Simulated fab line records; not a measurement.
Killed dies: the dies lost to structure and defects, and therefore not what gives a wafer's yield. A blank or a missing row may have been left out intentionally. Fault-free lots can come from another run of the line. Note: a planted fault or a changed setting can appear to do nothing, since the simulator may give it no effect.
fab line records ; flow sky130
record: lots: 6; wafers: 18; last-day: 50
route steps=708 shown PWDE@53 NWELL@56 PAD_OPEN@708
lots untouched by any fault: they come from a run of this same line in which no faults occurred
start-h: the number of hours between the record's first day and the start of the first shown wafer of the lot ; wait-h: hours elapsed since this lot's preceding step ; " identical to the entry in the row above ; L1.1+2: several wafers, shown together as one row ; - either no value or no given start ; * or withheld: withheld ; < > ~ a bound
route shown NAME@n: a module of which the file shows steps, and the number in the route of the first ; usual: average and standard deviation across the fault-free wafers ; same: alike in all rows ; chamber/n: place in a boat ; sites: per-site readings ; _std_site: how widely they spread, as a standard deviation ; _edge_site: the outer-site mean with the inner-site mean subtracted ; radius-mm: how far each site lies from the wafer's centre ; mask NAME#n: copy n ; behind: the tool/chamber that last shaped the wafer ; hold: what put the lot on hold/how long, in hours/how the hold closed ; device: which transistor (n, p or np) failed to switch ; end of line: the tests these same wafers got at the end of their route ; a step given without rows: its recipe and nothing more ; killed: dies lost to structure and defects at the first sort, not the wafer's yield ; map: per-die view of a wafer (x killed, . not killed, _ where there is no die)
set.NAME: the run value of the setting; set.NAME@STEP: its run value at that earlier step ; model.NAME: the simulator's own value behind a step, which no gauge read
lots at selected steps of the route; one table per step, one row per wafer
services: the hour from which a tool's chamber was out of use, counted from the record's first day as start-h (under 0 if before that day), plus the number of hours and why
== steps ==
step: SKY_PWDE_IMPLANT_08
recipe: species: B; energy-kev: 150; dose-cm2: 3.6e+12; tilt-deg: withheld
step: SKY_PWDE_STRIP_09
recipe: chemistry: O2/N2; power-w: 1400; pressure-mtorr: 1500; platen-temp-c: withheld; o2-flow-sccm: 3000; n2-flow-sccm: 300; overash-fraction: 0.5
usual: drypump-motor-current-A: 5.8/0.5; oes-product-au: 0.723/0.0043; strip-time-to-endpoint-s: 36.93/0.11
lot.wafer;tool;chamber;start-h;wait-h;drypump-motor-current-A;oes-product-au;rf-hours-counter-h;strip-time-to-endpoint-s
L869.2;plasma-asher-03;1;101.25;0.1;6.0;0.721;43;36.89
L869.5;plasma-asher-03;0;101.25;0.1;6.1;0.719;-;37.02
L869.6;plasma-asher-03;1;101.25;0.1;6.0;0.722;-;37.10
L870.1;plasma-asher-03;0;111.49;0.1;6.1;0.719;43;36.97
L870.5;plasma-asher-03;1;111.49;0.1;6.0;0.720;-;36.92
L870.6;plasma-asher-03;0;111.49;0.1;6.1;0.720;-;36.94
L876.2;plasma-asher-01;0;138.54;0.1;5.7;0.731;2;36.87
L876.4;plasma-asher-01;1;138.54;0.1;4.8;0.724;-;36.80
L876.6;plasma-asher-01;1;138.54;0.1;4.8;0.713;-;36.84
L877.3;plasma-asher-01;0;144.82;0.1;5.7;0.729;-;36.99
L877.5;plasma-asher-01;1;144.82;0.1;4.8;0.718;-;37.08
L877.6;plasma-asher-01;0;144.82;0.1;5.7;0.723;-;37.07
L884.1;plasma-asher-02;0;184.99;0.1;6.4;0.714;35;36.77
L884.2;plasma-asher-02;1;184.99;0.1;6.0;0.716;35;36.73
L884.5;plasma-asher-02;1;184.99;0.1;6.0;0.725;-;36.84
L886.1;plasma-asher-01;1;196.29;0.1;4.8;0.729;8;36.94
L886.5;plasma-asher-01;1;196.29;0.1;4.8;0.727;-;37.08
L886.6;plasma-asher-01;0;196.29;0.1;5.8;0.727;-;36.97
step: SKY_PWDE_TW_MEAS_10
usual: PWDE_TW: 374.5/1.9
lot.wafer;tool;chamber;start-h;wait-h;PWDE_TW
L869.2;film-metro-04;-;101.36;0.1;374.7
L869.5;film-metro-04;-;101.36;0.1;375.7
L869.6;film-metro-04;-;101.36;0.1;376.8
L870.1;film-metro-02;-;111.59;0.1;374.2
L870.5;film-metro-02;-;111.59;0.1;372.7
L870.6;film-metro-02;-;111.59;0.1;370.8
L876.2;film-metro-04;-;138.65;0.1;374.6
L876.4;film-metro-04;-;138.65;0.1;373.2
L876.6;film-metro-04;-;138.65;0.1;374.2
L877.3;film-metro-01;-;144.91;0.1;372.9
L877.5;film-metro-01;-;144.91;0.1;374.3
L877.6;film-metro-01;-;144.91;0.1;374.7
L884.1;film-metro-01;-;185.09;0.1;375.2
L884.2;film-metro-01;-;185.09;0.1;375.4
L884.5;film-metro-01;-;185.09;0.1;372.5
L886.1;film-metro-02;-;196.39;0.1;376.7
L886.5;film-metro-02;-;196.39;0.1;377.4
L886.6;film-metro-02;-;196.39;0.1;373.1
step: SKY_NWELL_DEHYDRATE_03
recipe: temp-c: 200; time-s: 60
step: SKY_NWELL_HMDS_04
recipe: prime-time-s: 60; prime-temp-c: 120
step: SKY_NWELL_COAT_05
recipe: spin-rpm: 2000; resist-thk-nm: 3000
step: SKY_NWELL_SOFTBAKE_06
recipe: temp-c: 110; time-s: withheld
step: SKY_NWELL_EXPOSE_07
recipe: mask-id: NWM; na: 0.6; source-shape: conventional; sigma-outer: 0.6; polarization: unpolarized; target-cd-nm: 840; dose-mj: 255
step: SKY_NWELL_PEB_08
recipe: temp-c: 115; time-s: withheld
step: SKY_NWELL_DEVELOP_09
recipe: wall-angle-deg: 90; developer: TMAH; develop-time-s: 60; dev-temp-c: 23
step: SKY_NWELL_OVL_MEAS_10
usual: NWELL_00_OVL: -0.1/1.6
lot.wafer;tool;chamber;start-h;wait-h;NWELL_00_OVL[nm]
L869.2;overlay-02;-;119.31;-;-1.0
L869.5;overlay-02;-;119.31;-;1.1
L869.6;overlay-02;-;119.31;-;-0.3
L870.1;overlay-02;-;129.36;-;0.3
L870.5;overlay-02;-;129.36;-;0.6
L870.6;overlay-02;-;129.36;-;0.1
L876.2;overlay-01;-;157.61;-;-0.9
L876.4;overlay-01;-;157.61;-;-2.6
L876.6;overlay-01;-;157.61;-;-1.5
L877.3;overlay-01;-;165.31;-;-2.2
L877.5;overlay-01;-;165.31;-;-1.8
L877.6;overlay-01;-;165.31;-;-3.0
L884.1;overlay-02;-;206.85;-;-1.8
L884.2;overlay-02;-;206.85;-;-2.4
L884.5;overlay-02;-;206.85;-;-2.9
L886.1;overlay-02;-;218.16;-;-0.2
L886.5;overlay-02;-;218.16;-;0.2
L886.6;overlay-02;-;218.16;-;1.5
step: SKY_NWELL_IMPLANT_11
recipe: species: P; energy-kev: 400; dose-cm2: 1.9e+13; tilt-deg: withheld
step: SKY_NWELL_IMPLANT_12
recipe: species: P; energy-kev: 120; dose-cm2: 1.3e+12; tilt-deg: withheld
usual: beam-on-s: 9.99/0.2; faraday-current-uA: 7.34/0.15
lot.wafer;tool;chamber;start-h;wait-h;beam-on-s;faraday-current-uA
L869.2;implanter-04;0;119.51;0.1;9.61;7.62
L869.5;implanter-04;0;119.51;0.1;9.83;7.41
L869.6;implanter-04;0;119.51;0.1;10.07;7.30
L870.1;implanter-04;0;129.55;0.1;10.33;7.05
L870.5;implanter-04;0;129.55;0.1;9.92;7.36
L870.6;implanter-04;0;129.55;0.1;9.76;7.50
L876.2;implanter-04;0;157.81;0.1;12.08;6.07
L876.4;implanter-04;0;157.81;0.1;11.81;6.22
L876.6;implanter-04;0;157.81;0.1;11.40;6.40
L877.3;implanter-04;0;165.54;0.1;11.67;6.30
L877.5;implanter-04;0;165.54;0.1;11.90;6.16
L877.6;implanter-04;0;165.54;0.1;11.70;6.26
L884.1;implanter-02;0;207.04;0.1;9.66;7.59
L884.2;implanter-02;0;207.04;0.1;10.12;7.30
L884.5;implanter-02;0;207.04;0.1;9.80;7.53
L886.1;implanter-01;0;218.35;0.1;9.97;7.37
L886.5;implanter-01;0;218.35;0.1;9.87;7.46
L886.6;implanter-01;0;218.35;0.1;9.91;7.41
step: SKY_NWELL_IMPLANT_13
recipe: species: P; energy-kev: 50; dose-cm2: 7e+11; tilt-deg: withheld
step: SKY_NWELL_STRIP_14
recipe: chemistry: O2/N2; power-w: 1400; pressure-mtorr: 1500; platen-temp-c: withheld; o2-flow-sccm: 3000; n2-flow-sccm: 300; overash-fraction: 0.5
usual: drypump-motor-current-A: 6.2/0.37; oes-product-au: 0.722/0.0043; strip-time-to-endpoint-s: 36.93/0.12
lot.wafer;tool;chamber;start-h;wait-h;drypump-motor-current-A;oes-product-au;rf-hours-counter-h;strip-time-to-endpoint-s
L869.2;plasma-asher-02;1;119.79;0.1;6.0;0.719;29;36.80
L869.5;plasma-asher-02;0;119.79;0.1;6.4;0.716;-;36.91
L869.6;plasma-asher-02;1;119.79;0.1;6.1;0.724;-;36.87
L870.1;plasma-asher-04;0;129.85;0.1;6.8;0.720;46;37.06
L870.5;plasma-asher-04;1;129.85;0.1;5.8;0.714;-;37.23
L870.6;plasma-asher-04;0;129.85;0.1;6.8;0.729;-;37.12
L876.2;plasma-asher-04;0;158.09;0.1;6.8;0.720;49;36.94
L876.4;plasma-asher-04;0;158.09;0.1;6.8;0.717;-;36.82
L876.6;plasma-asher-04;1;158.09;0.1;5.8;0.723;-;37.00
L877.3;plasma-asher-03;0;165.82;0.1;6.1;0.725;-;36.94
L877.5;plasma-asher-03;0;165.82;0.1;6.1;0.720;-;36.85
L877.6;plasma-asher-03;1;165.82;0.1;6.0;0.720;-;36.81
L884.1;plasma-asher-03;1;207.34;0.1;6.0;0.724;53;36.91
L884.2;plasma-asher-03;0;207.34;0.1;6.1;0.724;53;36.90
L884.5;plasma-asher-03;0;207.34;0.1;6.1;0.724;-;36.89
L886.1;plasma-asher-03;1;220.18;0.1;6.0;0.720;54;37.00
L886.5;plasma-asher-03;1;220.18;0.1;6.0;0.727;-;37.02
L886.6;plasma-asher-03;0;220.18;0.1;6.1;0.721;-;37.01
step: SKY_NWELL_TW_MEAS_15
usual: NWELL_TW: 1822/8.9
lot.wafer;tool;chamber;start-h;wait-h;NWELL_TW
L869.2;film-metro-04;-;119.90;0.1;1826
L869.5;film-metro-04;-;119.90;0.1;1824
L869.6;film-metro-04;-;119.90;0.1;1821
L870.1;film-metro-02;-;129.95;0.1;1814
L870.5;film-metro-02;-;129.95;0.1;1817
L870.6;film-metro-02;-;129.95;0.1;1807
L876.2;film-metro-04;-;158.20;0.1;1830
L876.4;film-metro-04;-;158.20;0.1;1838
L876.6;film-metro-04;-;158.20;0.1;1835
L877.3;film-metro-01;-;165.91;0.1;1825
L877.5;film-metro-01;-;165.91;0.1;1822
L877.6;film-metro-01;-;165.91;0.1;1830
L884.1;film-metro-01;-;207.44;0.1;1811
L884.2;film-metro-01;-;207.44;0.1;1812
L884.5;film-metro-01;-;207.44;0.1;1812
L886.1;film-metro-01;-;220.28;0.1;1813
L886.5;film-metro-01;-;220.28;0.1;1805
L886.6;film-metro-01;-;220.28;0.1;1810
step: SKY_NWELL_DEHYDRATE_16
recipe: temp-c: 200; time-s: 60
step: SKY_NWELL_HMDS_17
recipe: prime-time-s: 60; prime-temp-c: 120
step: SKY_NWELL_COAT_18
recipe: spin-rpm: 2000; resist-thk-nm: 3000
step: SKY_NWELL_SOFTBAKE_19
recipe: temp-c: 110; time-s: withheld
step: SKY_NWELL_EXPOSE_20
recipe: mask-id: NWM_COMPLEMENT; na: 0.6; source-shape: conventional; sigma-outer: 0.6; polarization: unpolarized; target-cd-nm: 840; dose-mj: 260
step: SKY_NWELL_PEB_21
recipe: temp-c: 115; time-s: withheld
step: SKY_NWELL_DEVELOP_22
recipe: wall-angle-deg: 90; developer: TMAH; develop-time-s: 60; dev-temp-c: 23
step: SKY_NWELL_OVL_MEAS_23
usual: NWELL_01_OVL: -0.3/1.3
lot.wafer;tool;chamber;start-h;wait-h;NWELL_01_OVL[nm]
L869.2;overlay-01;-;137.56;-;-1.5
L869.5;overlay-01;-;137.56;-;-0.8
L869.6;overlay-01;-;137.56;-;0.1
L870.1;overlay-02;-;147.96;-;-0.4
L870.5;overlay-02;-;147.96;-;-0.8
L870.6;overlay-02;-;147.96;-;-1.5
L876.2;overlay-01;-;177.51;-;0.7
L876.4;overlay-01;-;177.51;-;1.2
L876.6;overlay-01;-;177.51;-;-0.1
L877.3;overlay-01;-;186.11;-;-0.4
L877.5;overlay-01;-;186.11;-;0.9
L877.6;overlay-01;-;186.11;-;-0.2
L884.1;overlay-02;-;231.06;-;-0.1
L884.2;overlay-02;-;231.06;-;-1.1
L884.5;overlay-02;-;231.06;-;-1.2
L886.1;overlay-02;-;241.70;-;-2.1
L886.5;overlay-02;-;241.70;-;-0.8
L886.6;overlay-02;-;241.70;-;-1.1
step: SKY_NWELL_IMPLANT_24
recipe: species: B; energy-kev: 140; dose-cm2: 9.2e+12; tilt-deg: withheld
step: SKY_NWELL_STRIP_25
recipe: chemistry: O2/N2; power-w: 1400; pressure-mtorr: 1500; platen-temp-c: withheld; o2-flow-sccm: 3000; n2-flow-sccm: 300; overash-fraction: 0.5
usual: drypump-motor-current-A: 6.2/0.31; oes-product-au: 0.722/0.0046; strip-time-to-endpoint-s: 36.94/0.091
lot.wafer;tool;chamber;start-h;wait-h;drypump-motor-current-A;oes-product-au;rf-hours-counter-h;strip-time-to-endpoint-s
L869.2;plasma-asher-02;1;137.74;0.1;6.0;0.719;30;36.97
L869.5;plasma-asher-02;0;137.74;0.1;6.3;0.724;-;36.81
L869.6;plasma-asher-02;1;137.74;0.1;6.0;0.722;-;36.91
L870.1;plasma-asher-02;1;148.15;0.1;6.0;0.722;32;36.80
L870.5;plasma-asher-02;1;148.15;0.1;6.0;0.726;-;36.73
L870.6;plasma-asher-02;0;148.15;0.1;6.3;0.720;-;36.78
L876.2;plasma-asher-04;0;177.69;0.1;6.8;0.727;52;36.85
L876.4;plasma-asher-04;1;177.69;0.1;5.8;0.716;-;36.80
L876.6;plasma-asher-04;0;177.69;0.1;6.8;0.718;-;36.92
L877.3;plasma-asher-04;0;186.32;0.1;6.8;0.716;-;37.06
L877.5;plasma-asher-04;0;186.32;0.1;6.9;0.722;-;37.01
L877.6;plasma-asher-04;1;186.32;0.1;5.8;0.715;-;36.85
L884.1;plasma-asher-04;1;231.40;0.2;5.8;0.718;57;36.87
L884.2;plasma-asher-04;0;231.40;0.2;6.9;0.717;57;36.80
L884.5;plasma-asher-04;0;231.40;0.2;6.8;0.726;-;36.91
L886.1;plasma-asher-02;1;241.89;0.1;6.0;0.720;40;36.88
L886.5;plasma-asher-02;0;241.89;0.1;6.4;0.717;-;36.84
L886.6;plasma-asher-02;1;241.89;0.1;6.0;0.723;-;36.91
step: SKY_NWELL_TW_MEAS_26
usual: NWELL_2_TW: 497.4/2.6
lot.wafer;tool;chamber;start-h;wait-h;NWELL_2_TW
L869.2;film-metro-01;-;137.85;0.1;497.2
L869.5;film-metro-01;-;137.85;0.1;493.9
L869.6;film-metro-01;-;137.85;0.1;493.3
L870.1;film-metro-02;-;148.25;0.1;498.1
L870.5;film-metro-02;-;148.25;0.1;497.6
L870.6;film-metro-02;-;148.25;0.1;501.5
L876.2;film-metro-01;-;177.80;0.1;497.2
L876.4;film-metro-01;-;177.80;0.1;497.7
L876.6;film-metro-01;-;177.80;0.1;498.1
L877.3;film-metro-02;-;186.41;0.1;495.3
L877.5;film-metro-02;-;186.41;0.1;494.5
L877.6;film-metro-02;-;186.41;0.1;493.8
L884.1;film-metro-02;-;231.50;0.1;497.5
L884.2;film-metro-02;-;231.50;0.1;494.1
L884.5;film-metro-02;-;231.50;0.1;499.1
L886.1;film-metro-04;-;241.99;0.1;498.2
L886.5;film-metro-04;-;241.99;0.1;498.6
L886.6;film-metro-04;-;241.99;0.1;498.4
step: SKY_NWELL_CLEAN_27
recipe: chemistry: SC1/SC2; mix: 1:4:20; temp-c: 70; time-s: 150; dry: n2-spin
step: SKY_NWELL_RTA_28
recipe: temp-c: 1050; time-s: 30; idle-temp-c: 650; ramp-up-c-per-s: 150; ramp-down-c-per-s: 90; ambient: N2
usual: lamp-power-pct: 25.31/0.055; ramp-down-c-per-s: 90.000/0.016; wafer_temp_C_max: 1054.9/0.99
lot.wafer;tool;chamber;start-h;wait-h;lamp-power-pct;ramp-down-c-per-s;wafer_temp_C_max
L869.2;rtp-anneal-01;0;137.96;0.0;25.19;89.985;1055.4
L869.5;rtp-anneal-01;0;137.96;0.0;25.33;89.973;1056.1
L869.6;rtp-anneal-01;0;137.96;0.0;25.43;90.019;1054.7
L870.1;rtp-anneal-02;0;148.36;0.0;25.32;90.007;1056.2
L870.5;rtp-anneal-02;0;148.36;0.0;25.36;90.027;1054.3
L870.6;rtp-anneal-02;0;148.36;0.0;25.17;89.986;1053.7
L876.2;rtp-anneal-02;0;177.91;0.0;25.33;89.998;1054.4
L876.4;rtp-anneal-02;0;177.91;0.0;25.28;90.007;1054.9
L876.6;rtp-anneal-02;0;177.91;0.0;25.38;89.992;1058.3
L877.3;rtp-anneal-02;0;186.56;0.1;25.22;90.020;1054.7
L877.5;rtp-anneal-02;0;186.56;0.1;25.29;90.012;1055.8
L877.6;rtp-anneal-02;0;186.56;0.1;25.27;90.008;1055.2
L884.1;rtp-anneal-01;0;231.61;0.0;25.33;90.000;1054.9
L884.2;rtp-anneal-01;0;231.61;0.0;25.29;89.981;1055.3
L884.5;rtp-anneal-01;0;231.61;0.0;25.26;89.990;1055.9
L886.1;rtp-anneal-01;0;242.10;0.0;25.31;90.009;1055.2
L886.5;rtp-anneal-01;0;242.10;0.0;25.29;89.992;1055.9
L886.6;rtp-anneal-01;0;242.10;0.0;25.24;90.030;1055.9
step: SKY_NWELL_RS_MEAS_29
recipe: thk-meas-gauge: four-point-probe
usual: NWELL_RS: 624.5/1.4
lot.wafer;tool;chamber;start-h;wait-h;hold;NWELL_RS[ohm/sq]
L869.2;film-metro-02;-;138.07;0.1;-;626.1
L869.5;film-metro-02;-;138.07;0.1;-;625.5
L869.6;film-metro-02;-;138.07;0.1;-;625.8
L870.1;film-metro-02;-;148.46;0.1;-;623.9
L870.5;film-metro-02;-;148.46;0.1;-;623.8
L870.6;film-metro-02;-;148.46;0.1;-;622.5
L876.2;film-metro-04;-;178.02;0.1;await-dispo/0.2h/release;617.8
L876.4;film-metro-04;-;178.02;0.1;await-dispo/0.2h/release;620.3
L876.6;film-metro-04;-;178.02;0.1;await-dispo/0.2h/release;620.5
L876.2;film-metro-04;-;178.38;0.3;-;618.1
L876.4;film-metro-04;-;178.38;0.3;-;619.0
L876.6;film-metro-04;-;178.38;0.3;-;619.2
L877.3;film-metro-02;-;186.74;0.1;await-dispo/0.2h/release;618.9
L877.5;film-metro-02;-;186.74;0.1;await-dispo/0.2h/release;617.5
L877.6;film-metro-02;-;186.74;0.1;await-dispo/0.2h/release;617.4
L877.3;film-metro-02;-;187.10;0.3;-;618.3
L877.5;film-metro-02;-;187.10;0.3;-;618.0
L877.6;film-metro-02;-;187.10;0.3;-;616.2
L884.1;film-metro-01;-;231.71;0.1;-;626.7
L884.2;film-metro-01;-;231.71;0.1;-;625.5
L884.5;film-metro-01;-;231.71;0.1;-;624.9
L886.1;film-metro-01;-;242.20;0.1;-;624.9
L886.5;film-metro-01;-;242.20;0.1;-;624.9
L886.6;film-metro-01;-;242.20;0.1;-;624.6
step: SKY_PAD_OPEN_PROBE_99
usual: killed_at_M0_to_M3: 43/6.7; killed_at_M4_up: 3.2/1.8; killed-at-contacts: 25/5.2; killed-at-front-end: 15/4.4; killed-at-other: 0.2/0.4; killed-dies: 87/9.3; killed-open: 48/7.1; killed-short: 39/6
same: gross-dies: 492; killed-at-back-side: 0
lot.wafer;tool;chamber;start-h;wait-h;killed_at_M0_to_M3;killed_at_M4_up;killed-at-contacts;killed-at-front-end;killed-at-other;killed-dies;killed-open;killed-short;model.etest.pfet_01v8_lvt.drive-ua-um;model.etest.pfet-g5v0d10v5.off-log10-a-um;model.etest.pfet_01v8_lvt.off-log10-a-um;model.etest.pfet-g5v0d10v5.vt-sat-v;model.etest.pfet_16v.vt-v;model.etest.pfet-g5v0d10v5.vt-v;model.etest.pfet-g5v0d10v5.vt-long-v;model.etest.pfet_01v8_lvt.vt-sat-v
L869.2;prober-02;-;1119.04;0.1;44;3;22;12;0;81;43;38;177.5;-12.51;-8.807;-0.6148;-1.08;-0.8171;-0.9157;-0.4443
L869.5;prober-02;-;1119.19;0.2;44;3;21;11;0;79;38;41;175.4;-12.66;-8.872;-0.6439;-1.095;-0.8437;-0.9287;-0.4516
L869.6;prober-02;-;1119.24;0.2;38;4;17;10;0;69;44;25;178.5;-12.16;-8.701;-0.5864;-1.08;-0.7931;-0.9145;-0.4376
L870.1;prober-02;-;1120.49;0.1;43;0;28;9;0;80;45;35;172.1;-12.88;-8.924;-0.6694;-1.113;-0.8563;-0.9394;-0.4444
L870.5;prober-02;-;1120.69;0.2;53;3;25;15;0;96;50;46;172;-12.5;-9.023;-0.6443;-1.102;-0.8346;-0.9343;-0.4455
L870.6;prober-02;-;1120.74;0.2;42;2;24;16;0;84;44;40;173.1;-12.96;-8.959;-0.6663;-1.101;-0.8497;-0.9292;-0.4488
L876.2;prober-02;-;1155.41;0.1;54;1;30;13;0;98;58;40;173.9;-12.72;-8.755;-0.6483;-1.113;-0.8437;-0.948;-0.442
L876.4;prober-02;-;1155.51;0.2;46;4;17;15;0;82;36;46;172.2;-12.78;-8.875;-0.6539;-1.124;-0.8457;-0.9509;-0.4432
L876.6;prober-02;-;1155.61;0.2;42;1;22;18;0;83;41;42;176.2;-12.73;-8.825;-0.6523;-1.102;-0.8441;-0.9285;-0.4268
L877.3;prober-01;-;1158.55;0.2;48;1;22;16;0;87;45;42;168.2;-12.85;-9.333;-0.6728;-1.137;-0.8592;-0.9586;-0.4821
L877.5;prober-01;-;1158.65;0.2;41;4;31;16;0;92;51;41;171.1;-12.72;-9.303;-0.6494;-1.116;-0.8359;-0.9402;-0.479
L877.6;prober-01;-;1158.70;0.2;43;0;30;22;0;95;52;43;169.9;-13.01;-9.313;-0.6622;-1.126;-0.8476;-0.9509;-0.4755
L884.1;prober-01;-;1188.72;0.1;51;4;38;12;0;105;51;54;171.2;-12.57;-8.899;-0.634;-1.094;-0.8303;-0.9232;-0.4497
L884.2;prober-01;-;1188.77;0.1;48;4;29;23;1;105;48;57;171.7;-12.32;-8.961;-0.6105;-1.083;-0.8087;-0.9173;-0.4407
L884.5;prober-01;-;1188.92;0.2;47;7;22;15;0;91;55;36;172.3;-12.25;-9.049;-0.6116;-1.088;-0.8068;-0.9237;-0.4473
L886.1;prober-01;-;1199.92;0.1;45;5;16;13;0;79;31;48;169.8;-12.56;-8.96;-0.6186;-1.095;-0.8055;-0.9253;-0.4587
L886.5;prober-01;-;1200.12;0.2;30;5;25;10;1;71;43;28;172.8;-12.74;-9.107;-0.6366;-1.098;-0.8266;-0.9308;-0.4616
L886.6;prober-01;-;1200.17;0.2;47;4;23;12;0;86;50;36;171.8;-12.81;-9.256;-0.6409;-1.108;-0.8327;-0.931;-0.4644
killed by level:class
L869.2 VIA3:geometric-particle:open=9 VIA1:geometric-particle:open=9 LI_CONTACT:geometric-particle:open=6 VIA2:geometric-particle:open=6 POLY_GATE:geometric-particle:short=5 CONTACT:geometric-particle:open=5 METAL2:geometric-particle:short=5 CONTACT:geometric-particle:short=4
L869.5 VIA1:geometric-particle:open=11 CONTACT:geometric-particle:open=10 METAL3:geometric-particle:short=9 VIA3:geometric-particle:short=5 CONTACT:geometric-particle:short=4 METAL2:geometric-particle:short=4 VIA2:geometric-particle:short=4 POLY_GATE:geometric-particle:open=3
L869.6 VIA1:geometric-particle:open=14 CONTACT:geometric-particle:open=6 VIA2:geometric-particle:open=6 VIA3:geometric-particle:open=5 LI_CONTACT:geometric-particle:open=4 CONTACT:geometric-particle:short=4 METAL1:geometric-particle:short=4 SPACER:geometric-particle:open=3
L870.1 VIA1:geometric-particle:open=12 CONTACT:geometric-particle:open=9 CONTACT:geometric-particle:short=8 VIA3:geometric-particle:open=7 LOCAL_INTERCONNECT:geometric-particle:short=6 VIA1:geometric-particle:short=5 LI_CONTACT:geometric-particle:open=4 VIA2:geometric-particle:open=4
L870.5 VIA2:geometric-particle:open=10 VIA1:geometric-particle:short=10 LI_CONTACT:geometric-particle:open=8 VIA1:geometric-particle:open=8 VIA3:geometric-particle:open=8 CONTACT:geometric-particle:open=6 LOCAL_INTERCONNECT:geometric-particle:short=5 METAL2:geometric-particle:short=5
L870.6 VIA1:geometric-particle:open=12 CONTACT:geometric-particle:open=9 METAL1:geometric-particle:short=6 VIA3:geometric-particle:open=6 VIA1:geometric-particle:short=6 LI_CONTACT:geometric-particle:open=5 VIA2:geometric-particle:open=5 FIELD_ISO:geometric-particle:short=4
L876.2 CONTACT:geometric-particle:open=16 VIA1:geometric-particle:open=12 VIA2:geometric-particle:open=9 VIA1:geometric-particle:short=7 VIA3:geometric-particle:open=7 METAL2:geometric-particle:short=6 METAL1:geometric-particle:short=5 POLY_GATE:geometric-particle:open=4
L876.4 METAL1:geometric-particle:short=11 VIA1:geometric-particle:open=9 CONTACT:geometric-particle:short=7 METAL2:geometric-particle:short=7 POLY_GATE:geometric-particle:open=6 LOCAL_INTERCONNECT:geometric-particle:short=5 VIA3:geometric-particle:open=5 VIA1:geometric-particle:short=4
L876.6 VIA1:geometric-particle:open=12 CONTACT:geometric-particle:open=9 VIA1:geometric-particle:short=9 FIELD_ISO:geometric-particle:short=6 METAL2:geometric-particle:short=6 FIELD_ISO:geometric-particle:open=4 POLY_GATE:geometric-particle:short=4 LI_CONTACT:geometric-particle:open=4
L877.3 VIA1:geometric-particle:open=12 FIELD_ISO:geometric-particle:short=8 LI_CONTACT:geometric-particle:open=8 VIA3:geometric-particle:open=6 VIA2:geometric-particle:open=6 METAL1:geometric-particle:short=6 VIA1:geometric-particle:short=6 LI_CONTACT:geometric-particle:short=4
L877.5 CONTACT:geometric-particle:open=14 VIA1:geometric-particle:open=9 CONTACT:geometric-particle:short=6 VIA3:geometric-particle:open=6 LI_CONTACT:geometric-particle:open=5 VIA1:geometric-particle:short=5 METAL2:geometric-particle:short=5 FIELD_ISO:geometric-particle:open=4
L877.6 VIA1:geometric-particle:open=13 LI_CONTACT:geometric-particle:open=8 FIELD_ISO:geometric-particle:short=7 FIELD_ISO:geometric-particle:open=6 LOCAL_INTERCONNECT:geometric-particle:short=6 CONTACT:geometric-particle:open=6 METAL2:geometric-particle:short=6 LI_CONTACT:geometric-particle:short=5
L884.1 VIA1:geometric-particle:open=14 CONTACT:geometric-particle:open=13 CONTACT:geometric-particle:short=8 METAL1:geometric-particle:short=8 LI_CONTACT:geometric-particle:open=7 LOCAL_INTERCONNECT:geometric-particle:short=7 FIELD_ISO:geometric-particle:short=6 VIA3:geometric-particle:short=6
L884.2 VIA1:geometric-particle:open=10 FIELD_ISO:geometric-particle:short=9 CONTACT:geometric-particle:open=8 CONTACT:geometric-particle:short=8 VIA3:geometric-particle:open=7 LOCAL_INTERCONNECT:geometric-particle:short=7 VIA1:geometric-particle:short=6 VIA2:geometric-particle:open=6
L884.5 VIA1:geometric-particle:open=12 CONTACT:geometric-particle:open=10 VIA2:geometric-particle:open=8 FIELD_ISO:geometric-particle:open=7 METAL1:geometric-particle:short=7 METAL2:geometric-particle:short=5 VIA3:geometric-particle:open=5 LI_CONTACT:geometric-particle:open=4
L886.1 VIA1:geometric-particle:open=10 METAL1:geometric-particle:short=7 METAL2:geometric-particle:short=5 CONTACT:geometric-particle:open=5 VIA1:geometric-particle:short=5 METAL4:geometric-particle:short=5 POLY_GATE:geometric-particle:short=4 LOCAL_INTERCONNECT:geometric-particle:short=4
L886.5 CONTACT:geometric-particle:open=10 VIA3:geometric-particle:open=8 VIA1:geometric-particle:open=7 LI_CONTACT:geometric-particle:open=6 CONTACT:geometric-particle:short=5 POLY_GATE:geometric-particle:short=4 VIA1:geometric-particle:short=4 VIA2:geometric-particle:open=4
L886.6 VIA1:geometric-particle:open=18 VIA1:geometric-particle:short=7 LI_CONTACT:geometric-particle:open=7 LOCAL_INTERCONNECT:geometric-particle:short=7 VIA3:geometric-particle:open=6 CONTACT:geometric-particle:open=6 VIA2:geometric-particle:open=5 METAL1:geometric-particle:short=4
== services ==
tool;chamber;start-h;hours;kind
implanter-01;-;104.67;11.4;pm
plasma-asher-03;-;105.98;2.8;pm
plasma-asher-01;-;108.75;9.0;pm
plasma-asher-01;0;108.75;9.0;vent-cycle
plasma-asher-01;1;108.75;9.0;vent-cycle
implanter-04;-;114.66;3.7;pm
plasma-asher-01;0;117.75;-;clean
plasma-asher-01;1;117.75;-;clean
implanter-02;-;127.72;3.1;pm
plasma-asher-02;-;128.01;9.0;repair
implanter-04;-;187.61;2.0;repair
implanter-02;-;208.42;1.6;repair
implanter-02;-;210.45;10.0;repair
implanter-01;-;228.35;4.5;repair
== key ==
first-sign: step: SKY_NWELL_IMPLANT_12; reading: beam-on-s; direction: up; sigmas: 8.7; usual: 9.99; struck: 11.76
effect: step: SKY_NWELL_IMPLANT_12; reading: faraday-current-uA; direction: down; sigmas: 7.5; usual: 7.34; struck: 6.23
effect: step: SKY_NWELL_RS_MEAS_29; reading: visit; direction: added
model-effect: step: SKY_PAD_OPEN_PROBE_99; value: etest.pfet_01v8_lvt.drive-ua-um; without: 176.8; struck: 171.9
met-at SKY_NWELL_IMPLANT_12
struck-wafers L876.2,L876.4,L876.6,L877.3,L877.5,L877.6
tester-left-out L876,L877
onset-between 129.55 157.81
fault: kind: process-parameter-drift; tool: implanter-04; chamber: -; onset-h: 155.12; steps: SKY_NWELL_IMPLANT_12; channel: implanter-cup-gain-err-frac; offset: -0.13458; shape: step; end-h: 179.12
tester-left-out: of these lots the tester's yield and bins aren't shown, on N5 and GAA mostly nor the transistor test; their killed dies are dies lost to structure and defects alone, not to doping, threshold or leakage, so they don't give the yield
